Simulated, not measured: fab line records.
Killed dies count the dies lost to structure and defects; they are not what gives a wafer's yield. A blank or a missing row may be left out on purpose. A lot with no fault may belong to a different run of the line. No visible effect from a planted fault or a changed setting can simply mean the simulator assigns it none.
What tool caused it? | flow gf180mcu | 24 lots with 72 wafers sampled at 6 steps, on a route of 602 steps

== WHAT EACH GAUGE READ, for each wafer ==
GF_M3_OVL_MEAS_15. Usual: M3_OVL gives 2 nm (standard deviation 4.7).
lot  | measured     | on         | M3_OVL (nm) | flag
L074 | day 21 16:20 | overlay-01 | 6 4 7       |
L075 | day 21 21:08 | overlay-02 | 9 7 9       |
L076 | day 22 04:48 | overlay-02 | 1 5 5       |
L077 | day 22 14:12 | overlay-01 | 7 8 2       |
L078 | day 22 20:59 | overlay-01 | -9 -7 -2    |
L079 | day 23 08:15 | overlay-02 | 0 -4 1      |
L080 | day 23 16:04 | overlay-02 | 1 -3 -2     |
L081 | day 24 06:11 | overlay-01 | -3 -3 2     |
L082 | day 24 07:45 | overlay-02 | -1 4 3      |
L083 | day 24 10:08 | overlay-01 | -3 -4 7     |
L084 | day 25 02:52 | overlay-02 | 5 6 1       |
L085 | day 25 11:49 | overlay-01 | 9 6 1       |
L086 | day 25 18:41 | overlay-02 | 6 2 0       |
L087 | day 26 03:05 | overlay-02 | 1 -6 -3     |
L088 | day 26 09:55 | overlay-02 | -8 1 1      |
L089 | day 26 15:19 | overlay-01 | -8 -6 -3    |
L090 | day 26 23:58 | overlay-01 | 11 3 4      |
L091 | day 27 12:37 | overlay-01 | -1 11 4     |
L092 | day 27 16:01 | overlay-02 | 2 -3 -6     |
L093 | day 28 00:13 | overlay-01 | 3 3 3       |
L094 | day 28 07:02 | overlay-01 | 10 3 12     |
L095 | day 28 15:05 | overlay-02 | 1 0 6       |
L096 | day 28 17:19 | overlay-02 | -1 0 10     |
L097 | day 29 01:38 | overlay-01 | -3 -12 -2   |

GF_M5_CD_MEAS_07: the cd target is 280 nm. Usual: cd nm 280.0 nm, standard deviation 1.2.
lot  | measured     | on        | cd nm (nm)        | flag
L074 | day 26 14:59 | cd sem-01 | 279.0 280.1 279.5 |
L075 | day 26 18:47 | cd sem-02 | 282.1 281.8 282.6 |
L076 | day 27 00:55 | cd sem-02 | 278.4 278.2 279.6 |
L077 | day 27 08:34 | cd sem-01 | 279.4 279.4 278.8 |
L078 | day 27 14:10 | cd sem-02 | 281.7 279.6 279.8 |
L079 | day 28 01:41 | cd sem-02 | 282.6 281.3 281.1 |
L080 | day 28 07:20 | cd sem-01 | 279.3 278.2 278.4 |
L081 | day 28 20:26 | cd sem-02 | 281.5 281.5 281.8 |
L082 | day 28 22:17 | cd sem-01 | 280.1 279.8 279.9 |
L083 | day 29 00:08 | cd sem-02 | 281.2 280.7 281.2 |
L084 | day 29 14:54 | cd sem-02 | 279.6 280.9 279.6 |
L085 | day 29 22:36 | cd sem-01 | 280.0 279.0 279.2 |
L086 | day 30 04:19 | cd sem-02 | 279.8 279.3 278.5 |
L087 | day 30 12:22 | cd sem-02 | 281.4 279.9 281.4 |
L088 | day 30 18:56 | cd sem-02 | 280.7 282.7 281.7 |
L089 | day 30 21:57 | cd sem-02 | 280.7 281.4 280.6 |
L090 | day 31 06:28 | cd sem-01 | 281.0 279.7 281.2 |
L091 | day 31 16:55 | cd sem-01 | 280.3 280.0 279.4 |
L092 | day 31 19:40 | cd sem-02 | 279.5 280.3 279.0 |
L093 | day 32 03:19 | cd sem-02 | 280.4 278.6 279.7 |
L094 | day 32 09:41 | cd sem-01 | 278.2 277.7 277.9 |
L095 | day 32 15:10 | cd sem-01 | 278.5 279.0 279.5 |
L096 | day 32 17:29 | cd sem-01 | 280.8 280.5 281.4 |
L097 | day 33 00:06 | cd sem-02 | 279.1 279.1 279.9 |

GF_TOP_METAL_RS_MEAS_05: measurement is done with a four-point probe. Usual: TOP_METAL_ALCU_RS gives 0.0328 ohm/sq (standard deviation 0.00034).
lot  | measured     | on            | TOP_METAL_ALCU_RS (ohm/sq) | flag
L074 | day 27 14:43 | film metro-01 | 0.0324 0.0326 0.0324       |
L075 | day 27 18:10 | film metro-02 | 0.0332 0.0327 0.0329       |
L076 | day 28 00:01 | film metro-02 | 0.0328 0.0326 0.0327       |
L077 | day 28 07:59 | film metro-01 | 0.0324 0.0329 0.0326       |
L078 | day 28 13:20 | film metro-02 | 0.0330 0.0327 0.0326       |
L079 | day 29 01:07 | film metro-03 | 0.0327 0.0325 0.0326       |
L080 | day 29 05:38 | film metro-03 | 0.0330 0.0334 0.0329       |
L081 | day 29 19:34 | film metro-03 | 0.0330 0.0331 0.0330       |
L082 | day 29 20:29 | film metro-01 | 0.0330 0.0328 0.0329       |
L083 | day 29 22:22 | film metro-02 | 0.0329 0.0327 0.0331       |
L084 | day 30 12:46 | film metro-01 | 0.0324 0.0328 0.0327       |
L085 | day 30 20:47 | film metro-03 | 0.0329 0.0328 0.0324       |
L086 | day 31 01:31 | film metro-03 | 0.0334 0.0333 0.0328       |
L087 | day 31 09:32 | film metro-03 | 0.0325 0.0328 0.0326       |
L088 | day 31 16:01 | film metro-02 | 0.0327 0.0327 0.0328       |
L089 | day 31 18:46 | film metro-03 | 0.0324 0.0324 0.0328       |
L090 | day 32 03:34 | film metro-02 | 0.0328 0.0328 0.0327       |
L091 | day 32 12:31 | film metro-03 | 0.0325 0.0323 0.0325       |
L092 | day 32 15:17 | film metro-02 | 0.0327 0.0334 0.0327       |
L093 | day 32 23:13 | film metro-02 | 0.0322 0.0321 0.0322       |
L094 | day 33 05:13 | film metro-02 | 0.0327 0.0329 0.0327       |
L095 | day 33 10:46 | film metro-01 | 0.0338 0.0330 0.0335       |
L096 | day 33 12:44 | film metro-03 | 0.0323 0.0324 0.0328       |
L097 | day 33 18:43 | film metro-01 | 0.0330 0.0329 0.0328       |

== TOOL THAT RAN EACH LOT (tool first, then ch and the chambers of the sampled wafers, then the start) ==
lot  | GF_M5_STRIP_11                       | GF_V5_ETCH_17                                 | GF_TOP_METAL_SPUTTER_00
L074 | plasma asher-02 ch 0,1, day 26 15:17 | rie diel-04 ch 1,2,3, day 27 14:29 or earlier | pvd sputter-01, day 27 14:29
L075 | plasma asher-03 ch 0,1, day 26 19:05 | rie diel-02 ch 0,1,2, day 27 17:56 or earlier | pvd sputter-01, day 27 17:56
L076 | plasma asher-01 ch 0,1, day 27 01:19 | rie diel-01 ch 0,3, day 27 23:46 or earlier   | pvd sputter-01, day 27 23:46
L077 | plasma asher-03 ch 0,1, day 27 08:50 | rie diel-01 ch 0,1,2, day 28 07:44 or earlier | pvd sputter-02, day 28 07:44
L078 | plasma asher-03 ch 0,1, day 27 14:28 | rie diel-02 ch 0,2,3, day 28 13:07 or earlier | pvd sputter-04, day 28 13:07
L079 | plasma asher-01 ch 0,1, day 28 01:58 | rie diel-02 ch 1,2,3, day 29 00:50 or earlier | pvd sputter-01, day 29 00:50
L080 | plasma asher-02 ch 0,1, day 28 07:37 | rie diel-01 ch 0,3, day 29 05:23 or earlier   | pvd sputter-04, day 29 05:23
L081 | plasma asher-02 ch 0, day 28 20:50   | rie diel-04 ch 2,3, day 29 19:21 or earlier   | pvd sputter-01, day 29 19:21
L082 | plasma asher-03 ch 0,1, day 28 22:35 | rie diel-02 ch 0,2,3, day 29 20:13 or earlier | pvd sputter-02, day 29 20:13
L083 | plasma asher-02 ch 0,1, day 29 00:25 | rie diel-01 ch 1,2, day 29 22:07 or earlier   | pvd sputter-02, day 29 22:07
L084 | plasma asher-03 ch 0,1, day 29 15:11 | rie diel-02 ch 0,1,2, day 30 12:32 or earlier | pvd sputter-02, day 30 12:32
L085 | plasma asher-01 ch 0,1, day 29 22:53 | rie diel-04 ch 2,3, day 30 20:34 or earlier   | pvd sputter-02, day 30 20:34
L086 | plasma asher-03 ch 0,1, day 30 04:43 | rie diel-02 ch 0,1, day 31 01:17 or earlier   | pvd sputter-04, day 31 01:17
L087 | plasma asher-01 ch 0,1, day 30 12:38 | rie diel-04 ch 2,3, day 31 09:17 or earlier   | pvd sputter-01, day 31 09:17
L088 | plasma asher-03 ch 0,1, day 30 19:13 | rie diel-01 ch 0,1,3, day 31 15:45 or earlier | pvd sputter-02, day 31 15:45
L089 | plasma asher-02 ch 0,1, day 30 22:17 | rie diel-04 ch 1,2, day 31 18:32 or earlier   | pvd sputter-01, day 31 18:32
L090 | plasma asher-02 ch 0,1, day 31 06:44 | rie diel-04 ch 0,1,2, day 32 03:19 or earlier | pvd sputter-01, day 32 03:19
L091 | plasma asher-02 ch 0,1, day 31 17:13 | rie diel-02 ch 0,3, day 32 12:17 or earlier   | pvd sputter-01, day 32 12:17
L092 | plasma asher-02 ch 0,1, day 31 19:56 | rie diel-01 ch 0,3, day 32 15:02 or earlier   | pvd sputter-04, day 32 15:02
L093 | plasma asher-01 ch 0,1, day 32 03:35 | rie diel-01 ch 1,2,3, day 32 22:54 or earlier | pvd sputter-02, day 32 22:54
L094 | plasma asher-01 ch 0,1, day 32 09:59 | rie diel-02 ch 0,3, day 33 05:00 or earlier   | pvd sputter-01, day 33 05:00
L095 | plasma asher-02 ch 0,1, day 32 15:26 | rie diel-04 ch 2,3, day 33 10:29 or earlier   | pvd sputter-04, day 33 10:29
L096 | plasma asher-02 ch 0,1, day 32 17:46 | rie diel-02 ch 1,2,3, day 33 12:30 or earlier | pvd sputter-01, day 33 12:30
L097 | plasma asher-03 ch 0,1, day 33 00:23 | rie diel-04 ch 1,2,3, day 33 18:29 or earlier | pvd sputter-02, day 33 18:29
- GF_M5_STRIP_11: strips in O2/N2.
- GF_V5_ETCH_17: etches SiO2 in C4F8/O2/Ar, stops on TiN, target depth 855 nm.
- GF_TOP_METAL_SPUTTER_00: material Ti, target thk 37.5 nm, time 150 s.

== AS READ BY THE TOOLS THEMSELVES (means over the sampled wafers that have a number; for cases with no such wafer, the mark the record gives instead) ==
GF_M5_STRIP_11. Usual: drypump motor current A 5.8 A, standard deviation 0.57; heater power w 313 W, standard deviation 23; n2 flow sccm 300.1 sccm, standard deviation 0.93; oes product au 0.544 a.u., standard deviation 0.0048; strip time to endpoint s 7.53 s, standard deviation 0.048.
lot  | tool            | drypump motor current A (A) | heater power w (W) | n2 flow sccm (sccm) | oes product au (a.u.) | strip time to endpoint s (s) | flag
L074 | plasma asher-02 | 5.8                         | 305                | 300.2               | 0.549                 | 7.56                         |
L075 | plasma asher-03 | 5.3                         | 340                | 300.6               | 0.549                 | 7.57                         |
L076 | plasma asher-01 | 6.1                         | 288                | 301.0               | 0.542                 | 7.61                         |
L077 | plasma asher-03 | 5.2                         | 337                | 300.4               | 0.544                 | 7.54                         |
L078 | plasma asher-03 | 5.6                         | 341                | 299.9               | 0.546                 | 7.58                         |
L079 | plasma asher-01 | 6.1                         | 291                | 301.3               | 0.549                 | 7.57                         |
L080 | plasma asher-02 | 6.2                         | 298                | 300.4               | 0.546                 | 7.59                         |
L081 | plasma asher-02 | 6.5                         | 289                | 299.1               | 0.544                 | 7.54                         |
L082 | plasma asher-03 | 5.2                         | 339                | 300.0               | 0.545                 | 7.57                         |
L083 | plasma asher-02 | 6.1                         | 297                | 300.9               | 0.546                 | 7.57                         |
L084 | plasma asher-03 | 5.6                         | 342                | 299.6               | 0.543                 | 7.52                         |
L085 | plasma asher-01 | 6.0                         | 287                | 300.7               | 0.545                 | 7.52                         |
L086 | plasma asher-03 | 5.3                         | 344                | 300.3               | 0.546                 | 7.51                         |
L087 | plasma asher-01 | 5.9                         | 296                | 300.5               | 0.539                 | 7.47                         |
L088 | plasma asher-03 | 5.2                         | 337                | 301.0               | 0.542                 | 7.47                         |
L089 | plasma asher-02 | 6.1                         | 297                | 299.9               | 0.539                 | 7.46                         |
L090 | plasma asher-02 | 6.1                         | 300                | 300.1               | 0.540                 | 7.49                         |
L091 | plasma asher-02 | 5.8                         | 311                | 300.2               | 0.543                 | 7.54                         |
L092 | plasma asher-02 | 5.8                         | 307                | 299.9               | 0.539                 | 7.48                         |
L093 | plasma asher-01 | 5.9                         | 311                | 299.5               | 0.543                 | 7.52                         |
L094 | plasma asher-01 | 5.9                         | 310                | 300.9               | 0.544                 | 7.52                         |
L095 | plasma asher-02 | 6.1                         | 299                | 300.2               | 0.546                 | 7.53                         |
L096 | plasma asher-02 | 6.1                         | 299                | 300.3               | 0.542                 | 7.51                         |
L097 | plasma asher-03 | 5.6                         | 339                | 300.1               | 0.545                 | 7.55                         |

GF_V5_ETCH_17. Usual: bias w 1200 W, standard deviation 3.2; oes product au 0.859 a.u., standard deviation 0.005.
lot  | tool        | bias w (W) | oes product au (a.u.) | flag
L074 | rie diel-04 | 1200       | 0.862                 |
L075 | rie diel-02 | 1201       | 0.857                 |
L076 | rie diel-01 | 1199       | 0.859                 |
L077 | rie diel-01 | 1200       | 0.858                 |
L078 | rie diel-02 | 1198       | 0.863                 |
L079 | rie diel-02 | 1202       | 0.862                 |
L080 | rie diel-01 | 1200       | 0.861                 |
L081 | rie diel-04 | 1202       | 0.861                 |
L082 | rie diel-02 | 1201       | 0.861                 |
L083 | rie diel-01 | 1199       | 0.862                 |
L084 | rie diel-02 | 1197       | 0.859                 |
L085 | rie diel-04 | 1200       | 0.861                 |
L086 | rie diel-02 | 1197       | 0.866                 |
L087 | rie diel-04 | 1203       | 0.861                 |
L088 | rie diel-01 | 1201       | 0.856                 |
L089 | rie diel-04 | 1201       | 0.854                 |
L090 | rie diel-04 | 1200       | 0.861                 |
L091 | rie diel-02 | 1198       | 0.858                 |
L092 | rie diel-01 | 1203       | 0.859                 |
L093 | rie diel-01 | 1203       | 0.858                 |
L094 | rie diel-02 | 1198       | 0.861                 |
L095 | rie diel-04 | 1203       | 0.855                 |
L096 | rie diel-02 | 1197       | 0.856                 |
L097 | rie diel-04 | 1197       | 0.862                 |

GF_TOP_METAL_SPUTTER_00. Usual: throttle valve pct 30.2 %, standard deviation 1.2.
lot  | tool           | throttle valve pct (%) | flag
L074 | pvd sputter-01 | 29.9                   |
L075 | pvd sputter-01 | 29.8                   |
L076 | pvd sputter-01 | 30.6                   |
L077 | pvd sputter-02 | 31.6                   |
L078 | pvd sputter-04 | 30.4                   |
L079 | pvd sputter-01 | 29.3                   |
L080 | pvd sputter-04 | 30.1                   |
L081 | pvd sputter-01 | 29.3                   |
L082 | pvd sputter-02 | 30.7                   |
L083 | pvd sputter-02 | 31.3                   |
L084 | pvd sputter-02 | 31.7                   |
L085 | pvd sputter-02 | 31.3                   |
L086 | pvd sputter-04 | 30.0                   |
L087 | pvd sputter-01 | 30.1                   |
L088 | pvd sputter-02 | 30.6                   |
L089 | pvd sputter-01 | 30.7                   |
L090 | pvd sputter-01 | 29.8                   |
L091 | pvd sputter-01 | 30.1                   |
L092 | pvd sputter-04 | 30.5                   |
L093 | pvd sputter-02 | 30.9                   |
L094 | pvd sputter-01 | 30.3                   |
L095 | pvd sputter-04 | 30.7                   |
L096 | pvd sputter-01 | 30.7                   |
L097 | pvd sputter-02 | 30.4                   |

== THE ANSWER, worked out from the rows above alone ==
Rule: a lot is off if the mean of its wafers that have a number lies more than 3 standard deviations from the usual mean. A lot without any number at a reading at which 4 lots or more have one is off too. Where the step has rows for the other lots, those lots are counted as sound. The gauges are gone through in route order, then the tools' own readings, and for those a lot's mean is taken as printed above. The first step at which some lot is off is used, and at that step the reading that is off furthest; a lot without a number counts as furthest.
Across all readings shown, no lot is off: no conclusion can be drawn from this.

== WHAT THE SIMULATOR HAD INSERTED ==
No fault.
